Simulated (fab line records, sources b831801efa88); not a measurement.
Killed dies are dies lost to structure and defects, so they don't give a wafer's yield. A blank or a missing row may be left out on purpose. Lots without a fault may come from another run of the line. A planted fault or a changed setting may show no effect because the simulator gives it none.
One fault seen from 2 desks | flow gf180mcu | each desk has only its own numbers; what lay behind them comes last

THE TOOL OWNER'S DESK: pvd_sputter-01
The tool's own readings at GF_TOP_METAL_SPUTTER_02 (material AlCu, target thk 900 nm, time 47.82 s): means of the sampled wafers that have a number, for each lot that ran on this tool. A lot is out of limits, marked OUT, if its mean lies more than 4 standard deviations from the usual mean; the brackets give that distance.
Columns: A = throttle_valve_pct at GF_TOP_METAL_SPUTTER_02, usual 29.6 %
lot  | first seen here | A
L926 | day 27 07:53    | 29.4
L929 | day 28 12:02    | 29.6
L938 | day 31 01:47    | 28.0
This desk's finding: nothing out of limits on any of the 3 lots.

THE METROLOGY DESK
What the gauges read, lot by lot, whatever tool the lot ran on: means of the sampled wafers that have a number. A lot is out of limits, marked OUT, if its mean lies more than 4 standard deviations from the usual mean; the brackets give that distance.
Columns: A = TOP_METAL_ALCU_RS at GF_TOP_METAL_RS_MEAS_05, usual 0.0326 ohm/sq; B = TOP_METAL_ALCU_THK at GF_TOP_METAL_THK_MEAS_06, usual 907 nm
lot  | first seen here | A                | B
L925 | day 27 04:02    | 0.0328           | 897
L926 | day 27 07:59    | 0.0323           | 914
L927 | day 27 12:40    | 0.0321           | 926
L928 | day 28 04:42    | 0.0328           | 895
L929 | day 28 12:07    | 0.0328           | 906
L938 | day 31 01:53    | 0.0557 (+64) OUT | 644 (-22) OUT
L943 | day 32 20:41    | 0.0325           | 914
L944 | day 33 02:49    | 0.0325           | 903
L945 | day 33 05:13    | 0.0328           | 906
L948 | day 33 15:33    | 0.0324           | 920
This desk's finding: out of limits on L938; first on L938, day 31 01:53 (TOP_METAL_ALCU_RS at GF_TOP_METAL_RS_MEAS_05). In limits: L925, L926, L927, L928, L929, L943, L944, L945, L948.

PUT TOGETHER
The metrology desk could have raised an alarm at day 31 01:53, on L938.
The tool owner's desk saw nothing out of limits.
The tool owner's desk has L938 on record, within its limits.
Of the lots named, all ran GF_TOP_METAL_SPUTTER_02 on pvd_sputter-01.

WHAT THE SIMULATOR HAD PUT IN
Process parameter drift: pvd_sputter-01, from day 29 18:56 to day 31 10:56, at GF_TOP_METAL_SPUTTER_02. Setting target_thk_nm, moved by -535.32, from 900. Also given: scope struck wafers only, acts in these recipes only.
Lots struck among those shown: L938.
Hours from the fault's start to each desk's first reading out of limits: the metrology desk, 31.
